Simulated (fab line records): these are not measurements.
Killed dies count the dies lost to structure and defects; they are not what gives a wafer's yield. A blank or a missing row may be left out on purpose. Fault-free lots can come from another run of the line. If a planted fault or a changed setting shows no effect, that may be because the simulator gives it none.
Struck lot and sound lot, side by side | flow sky130 | 45 steps out of a route of 708
Sound: the wafers L252.2, L252.3, L252.4. Struck: wafer L259.6. (L259.4, L259.5 of the same lot were not struck and are left out.) The cause comes at the end.
At each step with rows: each side's tool, then ch and its chambers, then its first start. Under that, the readings that differ: sound wafers | struck wafers | difference of the means | sigmas: that difference in standard deviations of wafers without a fault.
alike: readings whose means differ by less than 2 such deviations, and words and numbers that are the same on both sides. not compared: withheld readings, readings that some wafer has no value for, bounds like >300 that may hide the same value, and numbers for which the record gives no deviation and whose values overlap.
A row with sigmas, a row that says differs or no value, or rows on one side alone: a step with any of these is where the two part. Numbers that have no deviation but don't overlap get no sigmas and don't part them. A reading that every wafer of one side lacks parts them only if that side has two wafers or more.

first, 2 steps without rows for these wafers: SKY_DNWELL_DEVELOP_06 (develop time 60 s); SKY_DNWELL_IMPLANT_07.
SKY_DNWELL_STRIP_08: strips in O2/N2.
  sound on plasma-asher-02 ch 0,1, day 5 07:13; struck on plasma-asher-02 ch 1, day 6 21:37
  alike: drypump-motor-current-A, oes-product-au, strip-time-to-endpoint-s
  not compared: rf-hours-counter-h
SKY_DNWELL_TW_MEAS_09:
  sound on film-metro-02, day 5 07:19; struck on film-metro-04, day 6 21:43
  reading   | sound          | struck | difference | sigmas
  DNWELL_TW | 1130 1131 1132 | 1110   | -21        | -2
then, 7 steps without rows for these wafers: SKY_PWDE_DEHYDRATE_00 (time 60 s); SKY_PWDE_HMDS_01 (prime time 60 s); SKY_PWDE_COAT_02 (resist thk 3000 nm); SKY_PWDE_SOFTBAKE_03; SKY_PWDE_EXPOSE_04 (exposes mask PWDEM, target cd 840 nm); SKY_PWDE_PEB_05; SKY_PWDE_DEVELOP_06 (develop time 60 s).
SKY_PWDE_OVL_MEAS_07:
  sound on overlay-01, day 6 01:47; struck on overlay-01, day 7 17:59
  alike: PWDE_OVL
SKY_PWDE_IMPLANT_08:
  sound on implanter-02 ch 0, day 6 01:50; struck on implanter-02 ch 0, day 7 18:05
  alike: beam-on-s, end-station-pressure-torr, faraday-current-uA
SKY_PWDE_STRIP_09: strips in O2/N2.
  sound on plasma-asher-03 ch 0,1, day 6 01:58; struck on plasma-asher-04 ch 0, day 7 18:11
  alike: drypump-motor-current-A, oes-product-au, strip-time-to-endpoint-s
  not compared: rf-hours-counter-h
SKY_PWDE_TW_MEAS_10:
  sound on film-metro-04, day 6 02:04; struck on film-metro-04, day 7 18:17
  alike: PWDE_TW
then, 7 steps without rows for these wafers: SKY_NWELL_DEHYDRATE_03 (time 60 s); SKY_NWELL_HMDS_04 (prime time 60 s); SKY_NWELL_COAT_05 (resist thk 3000 nm); SKY_NWELL_SOFTBAKE_06; SKY_NWELL_EXPOSE_07 (exposes mask NWM, target cd 840 nm); SKY_NWELL_PEB_08; SKY_NWELL_DEVELOP_09 (develop time 60 s).
SKY_NWELL_OVL_MEAS_10:
  sound on overlay-01, day 6 21:22; struck on overlay-01, day 8 14:50
  reading           | sound        | struck | difference | sigmas
  NWELL_00_OVL (nm) | 0.0 -1.5 0.1 | 2.4    | +2.9       | +2
then, 3 steps without rows for these wafers: SKY_NWELL_IMPLANT_11; SKY_NWELL_IMPLANT_12; SKY_NWELL_IMPLANT_13.
SKY_NWELL_STRIP_14: strips in O2/N2.
  sound on plasma-asher-04 ch 0,1, day 6 21:51; struck on plasma-asher-02 ch 0, day 8 15:20
  reading                      | sound             | struck | difference | sigmas
  strip-time-to-endpoint-s (s) | 36.66 36.80 36.77 | 37.06  | +0.32      | +2
  alike: drypump-motor-current-A, oes-product-au
  not compared: rf-hours-counter-h
SKY_NWELL_TW_MEAS_15:
  sound on film-metro-01, day 6 21:58; struck on film-metro-04, day 8 15:26
  alike: NWELL_TW
then, 7 steps without rows for these wafers: SKY_NWELL_DEHYDRATE_16 (time 60 s); SKY_NWELL_HMDS_17 (prime time 60 s); SKY_NWELL_COAT_18 (resist thk 3000 nm); SKY_NWELL_SOFTBAKE_19; SKY_NWELL_EXPOSE_20 (exposes mask NWM COMPLEMENT, target cd 840 nm); SKY_NWELL_PEB_21; SKY_NWELL_DEVELOP_22 (develop time 60 s).
SKY_NWELL_OVL_MEAS_23:
  sound on overlay-02, day 7 17:57; struck on overlay-01, day 9 12:50
  alike: NWELL_01_OVL
following that, these wafers have no rows for 1 step: SKY_NWELL_IMPLANT_24.
SKY_NWELL_STRIP_25: strips in O2/N2.
  sound on plasma-asher-02 ch 0,1, day 7 18:08; struck on plasma-asher-04 ch 0, day 9 13:02
  reading                     | sound       | struck | difference | sigmas
  drypump-motor-current-A (A) | 6.0 6.1 6.0 | 5.2    | -0.8       | -2
  alike: oes-product-au, strip-time-to-endpoint-s
  not compared: rf-hours-counter-h
SKY_NWELL_TW_MEAS_26:
  sound on film-metro-01, day 7 18:14; struck on film-metro-04, day 9 13:08
  alike: NWELL_2_TW
then, 1 step without rows for these wafers: SKY_NWELL_CLEAN_27 (cleans in SC1/SC2, time 150 s).
SKY_NWELL_RTA_28: time 30 s.
  sound on rtp-anneal-01 ch 0, day 7 18:21; struck on rtp-anneal-02 ch 0, day 9 13:16
  alike: lamp-power-pct, wafer_temp_C_max
SKY_NWELL_RS_MEAS_29: measures by four-point-probe.
  sound on film-metro-02, day 7 18:28; struck on film-metro-01, day 9 13:22
  alike: NWELL_RS
SKY_NWELL_RS_MEAS_31: measures by four-point-probe.
  sound on film-metro-02, day 7 18:42; struck on film-metro-01, day 9 13:53
  reading          | sound          | struck | difference | sigmas
  PWDE_RS (ohm/sq) | 5297 5282 5286 | 5554   | +266       | +16
  not compared: hold
SKY_VT_ADJUST_HVTP_DEHYDRATE_00: time 60 s.
  sound on litho-track-03 ch 0, day 8 04:25; struck on litho-track-01 ch 0, day 10 00:44
  reading | sound | struck                   | difference                   | sigmas
  hold    | - - - | await-dispo/1.8h/release | no value on the sound wafers |
  alike: plate-temp-C
-- here the record skips 41 days between the struck wafers' starts before and after, leaving off in module VT_ADJUST_HVTP and picking up in module PAD_OPEN (first step shown: number 708 of the route) --
SKY_PAD_OPEN_PROBE_99:
  sound on prober-01, day 48 20:41; struck on prober-02, day 50 15:02
  reading                                   | sound               | struck    | difference | sigmas
  model.etest.res_p_drift_20v.line-ohm-um   | 1.012e+04 9933 9874 | 1.337e+04 | +3.394e+03 |
  model.etest.res_p_drift_20v.rs-ohm-sq     | 8461 8302 8289      | 1.118e+04 | +2.829e+03 |
  model.etest.res-pwde-under-gate.rs-ohm-sq | 6203 6156 6172      | 6818      | +641       |
  alike: killed_at_M0_to_M3, killed_at_M4_up, killed-at-contacts, killed-at-front-end, killed-at-other, killed-dies, killed-open, killed-short

WHERE THEY PART
First at SKY_DNWELL_TW_MEAS_09; last, within this record, at SKY_VT_ADJUST_HVTP_DEHYDRATE_00. Later steps at which nothing parts them and some readings are alike: SKY_PAD_OPEN_PROBE_99.

WHY: the cause the simulator had injected
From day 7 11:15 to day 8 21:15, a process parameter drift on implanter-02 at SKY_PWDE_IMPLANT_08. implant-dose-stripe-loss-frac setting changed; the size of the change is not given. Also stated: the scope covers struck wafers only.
